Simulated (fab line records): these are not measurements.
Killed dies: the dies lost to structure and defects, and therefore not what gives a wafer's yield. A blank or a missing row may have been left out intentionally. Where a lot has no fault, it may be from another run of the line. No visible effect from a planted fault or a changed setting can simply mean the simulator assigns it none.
Comparing a struck lot with a sound one    flow sky130    16 steps out of a route of 708
Sound: wafers L415.1, L415.5, L415.6. Wafers struck: L420.3, L420.5, L420.6. The cause is given at the end.
Per side, at each step with rows, come the tool, then ch with its chambers, and then its first start. Under that, the readings that differ: sound wafers    struck wafers    difference of the means    sigmas: that difference in standard deviations of wafers without a fault.
alike: a reading whose means differ by less than 2 such deviations, as well as words and numbers matching on both sides. not compared: withheld readings; readings where some wafer has no value; bounds like >300 that might hide an equal value; numbers whose values overlap and for which the record gives no deviation.
Wherever a step has rows on one side only, a row that says differs or no value, or a row with sigmas, the two part there. When numbers do not overlap yet have no deviation, they are printed without sigmas and do not part them. A reading missing from all wafers of one side parts the sides only when that side holds two or more wafers.

SKY_METAL5_SPUTTER_03: material Ti, target thk 5 nm, time 3.3 s.
  struck on pvd_sputter-04, day 45 10:04; sound on pvd_sputter-02, day 43 20:31
  alike: cathode_dc_power_W, throttle_valve_pct
SKY_METAL5_SPUTTER_04: material TiN, target thk 70 nm, time 58.3 s.
  struck on pvd_sputter-04, day 45 10:05; sound on pvd_sputter-02, day 43 20:32
  alike: cathode_dc_power_W, throttle_valve_pct
SKY_METAL5_RS_MEAS_05: measurement is done with a four-point probe.
  struck on film_metro-01, day 45 10:11; sound on film_metro-04, day 43 20:35
reading                  sound                    struck                  difference  sigmas
METAL5_ALCU_RS (ohm/sq)  0.02682 0.02684 0.02674  0.0275 0.02746 0.02738  +0.0006     +3
SKY_METAL5_THK_MEAS_06: measures by xrf.
  struck on film_metro-01, day 45 10:17; sound on film_metro-04, day 43 20:43
reading               sound           struck          difference  sigmas
METAL5_ALCU_THK (nm)  1169 1174 1171  1134 1139 1144  -32         -2
then, 3 steps without rows for these wafers: SKY_METAL5_DEHYDRATE_07 (time 60 s); SKY_METAL5_HMDS_08 (prime time 60 s); SKY_METAL5_COAT_09 (resist thk 1800 nm).
SKY_METAL5_SOFTBAKE_10: time 61.79 s.
  sound on litho_track-03 ch 0, day 44 07:26; struck on litho_track-04 ch 0, day 45 20:43
  alike: heater_power_total_W, plate_sensor_t_centre_C, plate_sensor_t_edge_C
then, 3 steps without rows for these wafers: SKY_METAL5_EXPOSE_11 (exposes mask MM5, target cd 1600 nm); SKY_METAL5_PEB_12; SKY_METAL5_DEVELOP_13 (develop time 60 s).
SKY_METAL5_DESCUM_14: chemistry O2, time 11 s.
  sound on rie_metal-04 ch 0,1, day 44 18:11; struck on rie_metal-01 ch 1, day 46 07:07
  alike: drypump_motor_current_A, oes_product_au
  not compared: rf_hours_counter_h
SKY_METAL5_METAL_ETCH_15: etches the open film in Cl2/BCl3, stops on SiO2, target depth 1260 nm, time 252 s.
  sound on rie_metal-04 ch 0,1, day 44 18:14; struck on rie_metal-01 ch 1, day 46 07:19
reading                                      sound              struck                difference  sigmas
rf_fwd_power_W (W)                           901.9 894.5 900.2  1041.3 1036.4 1036.7  +139.3      +48
model.NOVOLAK_of_METAL5_COAT_09.thk_nm (nm)  1032 1038 1037     921.4 931.3 929.8     -108.2      
model.METAL5.cd_nm (nm)                      1602 1604 1601     1592 1591 1588        -12         
model.SiO2_of_VIA4_HDPCVD_00.thk_nm (nm)     549.5 548.3 549.1  546.8 546.3 545.6     -2.7        
  alike: drypump_motor_current_A, oes_product_au, throttle_valve_pct
  not compared: rf_hours_counter_h
SKY_METAL5_STRIP_16: strips in O2/N2.
  sound on plasma_asher-04 ch 0,1, day 44 18:28; struck on plasma_asher-02 ch 0,1, day 46 07:40
reading                       sound              struck             difference  sigmas
strip_time_to_endpoint_s (s)  13.05 13.12 13.10  11.82 11.93 11.93  -1.20       -9
  alike: drypump_motor_current_A, oes_product_au
  not compared: rf_hours_counter_h
then, 1 step without rows for these wafers: SKY_METAL5_STRIP_17 (strips in post etch residue remover, time 1200 s).
SKY_PAD_OPEN_PROBE_99:
  struck on prober-02, day 48 02:00; sound on prober-01, day 46 15:32
reading                         sound           struck          difference  sigmas
model.etest.met5.width_nm (nm)  1601 1605 1602  1589 1592 1589  -13         
  alike: defect_limited_yield, killed_at_M0_to_M3, killed_at_M4_up, killed_at_contacts, killed_at_front_end, killed_at_other, killed_dies, killed_open, killed_short, sort_bin_3_pad_short, sort_bin_5_function, sort_bin_6_memory, sort_n_pass, sort_yield_pct

## WHERE THEY PART
Last at SKY_METAL5_STRIP_16 as far as this record goes, first at SKY_METAL5_RS_MEAS_05. Later steps at which nothing parts them and some readings are alike: SKY_PAD_OPEN_PROBE_99.

WHY: whatever the simulator had introduced
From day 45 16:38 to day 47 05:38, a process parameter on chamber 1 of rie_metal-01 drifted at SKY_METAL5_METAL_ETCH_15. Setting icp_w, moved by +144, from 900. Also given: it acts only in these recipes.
